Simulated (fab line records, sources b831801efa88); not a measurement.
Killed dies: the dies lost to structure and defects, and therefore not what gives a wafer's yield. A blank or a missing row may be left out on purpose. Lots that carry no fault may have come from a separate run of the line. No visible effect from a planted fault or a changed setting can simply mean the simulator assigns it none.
Problem report in the 8D (eight disciplines) form, filled by code + flow sky130 + the parts of the form that need people (team, actions taken, sign-off) are left out

1. THE ISSUE
VT_ADJUST_HVTP_TW at SKY_VT_ADJUST_HVTP_TW_MEAS_11 reads a mean of 29 on 3 wafers of 1 lot; wafers without a fault read 1340 with a standard deviation of 6.2. So: -99 or more standard deviations from the usual mean.
First observed at day 7 20:38: wafer L420.1, on film_metro-02. At this step, 39 wafers from 13 lots have a number in the record. Rule for "out" (also "out of limits"): further than 4 standard deviations from the usual mean. Any other wafer with a number is counted as sound.

2. WHAT IT IS, AND WHAT IT ISN'T
| question                    | is                     | is not                                                                                                   |
|-----------------------------|------------------------|----------------------------------------------------------------------------------------------------------|
| which readings at this step | VT_ADJUST_HVTP_TW      | -                                                                                                        |
| which lots                  | L420                   | L415, L416, L417, L418, L419, L429, L430, L431, L432, L433, L434, L438                                   |
| which wafers of those lots  | all that have a number | -                                                                                                        |
| read on which gauges        | film_metro-02          | film_metro-01, film_metro-03                                                                             |
| when                        | from day 7 20:38       | up to then (15 sound wafers); but 21 sound wafers of L429, L430, L431, L432, L433, L434, L438 came after |

3. SUSPECTS, AND WHAT RULES EACH OUT
Counting: a tool at a process step up to the reading stays a suspect if it ran every lot that is out and no sound lot after the first of them.
- the gauge at SKY_VT_ADJUST_HVTP_TW_MEAS_11 has been ruled out. All the wafers that are out were read on film_metro-02, but those of them that SKY_NWELL_STRIP_25 has rows for are out there too, on other tools.
- plasma_asher-03 at SKY_NWELL_STRIP_25 (strips in O2/N2): ruled out as a lasting fault. The sound lots L429, L430, L433 went through it after L420, its earliest lot that is out (day 6 23:50).
- plasma_asher-04 at SKY_VT_ADJUST_HVTP_STRIP_10 (strips in O2/N2): ruled out as a lasting fault. The sound lots L438 went through it after L420, its earliest lot that is out (day 7 20:32).
Left after counting: nothing in the record.

4. THE CAUSE (what the simulator had put in)
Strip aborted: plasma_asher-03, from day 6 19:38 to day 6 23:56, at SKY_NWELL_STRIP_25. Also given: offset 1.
The count ruled it out by mistake, since the rule takes a fault to strike every lot its tool runs from the start of the fault on, and this one did not do so.

5. THE EFFECT CHAIN, in route order
One row per reading whose mean, taken over the struck wafers that have a number, lies over 3 standard deviations from the usual. Only readings whose record carries a usual standard deviation are examined. hours: median over the lots of the time between each lot's start at the first step of this table that gives one and its start at this step. sigmas: the change, counted in usual standard deviations.
| hours | step                          | reading                  | usual      | on struck wafers | change | sigmas      |
|-------|-------------------------------|--------------------------|------------|------------------|--------|-------------|
| 0     | SKY_NWELL_STRIP_25            | oes_product_au           | 0.723 a.u. | 0.815            | +0.092 | +20         |
| 21    | SKY_VT_ADJUST_HVTP_STRIP_10   | strip_time_to_endpoint_s | 14.17 s    | 50.66            | +36.49 | +99 or more |
| 21    | SKY_VT_ADJUST_HVTP_TW_MEAS_11 | VT_ADJUST_HVTP_TW        | 1340       | 29               | -1311  | -99 or more |
Its process steps:
- SKY_NWELL_STRIP_25: strips in O2/N2.
- SKY_VT_ADJUST_HVTP_STRIP_10: strips in O2/N2.
Readings that are blank on the struck wafers while sound wafers have them: strip_time_to_endpoint_s at SKY_NWELL_STRIP_25.

6. WHAT WOULD HAVE CAUGHT IT SOONER
In this record the first reading out of limits at a measuring or inspecting step was taken at day 7 20:38, 25 hours after the fault began at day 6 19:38.
The tool's own readings at SKY_NWELL_STRIP_25 were out on every struck wafer that the step has a row for (oes_product_au): an alarm limit on them would have fired on the first of those.
